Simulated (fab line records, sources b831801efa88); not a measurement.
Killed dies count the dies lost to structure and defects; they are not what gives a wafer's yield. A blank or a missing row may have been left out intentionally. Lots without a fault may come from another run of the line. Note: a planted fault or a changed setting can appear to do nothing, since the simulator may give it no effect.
One fault through the eyes of 2 desks -- flow gf180mcu -- numbers are kept per desk, each desk with only its own; the story behind them comes last

== TOOL OWNER'S DESK, pecvd-03 ==
The tool's own readings at GF_MIM_CVD_05 (deposits Si3N4, target thk 42 nm, time 29.086 s): means of the sampled wafers that have a number, for each lot that ran on this tool. If a lot's mean is further than 4 standard deviations from the usual mean, the lot is out of limits and carries the mark OUT (the distance appears in the brackets).
Columns: A = heater power w at GF_MIM_CVD_05, usual 607 W
lot,first seen here,A
L808,day 25 10:21,524
L809,day 25 17:52,525
L814,day 27 11:42,476
L815,day 27 18:49,544
L828,day 31 10:49,545
This desk's finding: nothing out of limits on any of the 5 lots.

== FROM THE METROLOGY DESK ==
What the gauges read, lot by lot, whatever tool the lot ran on: means of the sampled wafers that have a number. If a lot's mean is further than 4 standard deviations from the usual mean, the lot is out of limits and carries the mark OUT (the distance appears in the brackets).
Columns: A = cd nm at GF_M4_CD_MEAS_14, usual 279.6 nm; B = MIM_CVD_05_THK at GF_MIM_THK_MEAS_06, usual 41.8 nm
lot,first seen here,A,B
L805,day 23 09:11,278.4,40.8
L808,day 24 09:14,281.6,42.1
L809,day 24 17:40,279.6,41.6
L810,day 25 12:02,279.9,41.6
L811,day 25 12:23,280.7,41.7
L814,day 26 11:25,279.4,45.5 (+6.7) OUT
L815,day 26 19:28,279.6,44.2 (+4.3) OUT
L824,day 29 20:20,279.9,42.1
L825,day 29 22:54,280.5,41.6
L827,day 30 07:38,280.2,42.4
L826,day 30 08:56,279.8,42.1
L828,day 30 13:43,280.7,41.4
This desk's result: L814, L815 out of limits, first on L814 (MIM_CVD_05_THK at GF_MIM_THK_MEAS_06), day 27 11:44. L805, L808, L809, L810, L811, L824, L825, L827, L826, L828 stayed within limits.

== BROUGHT TOGETHER ==
At day 27 11:44 the metrology desk could have sounded an alarm, on L814, L815.
The desk of the tool owner found nothing out of limits.
Tool owner's desk: L814, L815 on record, inside its limits.
GF_MIM_CVD_05 was run on pecvd-03 by each of the lots named.

== WHAT THE SIMULATOR PUT IN ==
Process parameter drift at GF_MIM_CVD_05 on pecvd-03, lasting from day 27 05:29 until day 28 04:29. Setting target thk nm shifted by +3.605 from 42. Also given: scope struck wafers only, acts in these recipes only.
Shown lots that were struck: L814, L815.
Hours from the fault's start to each desk's first reading out of limits: the metrology desk, 6.
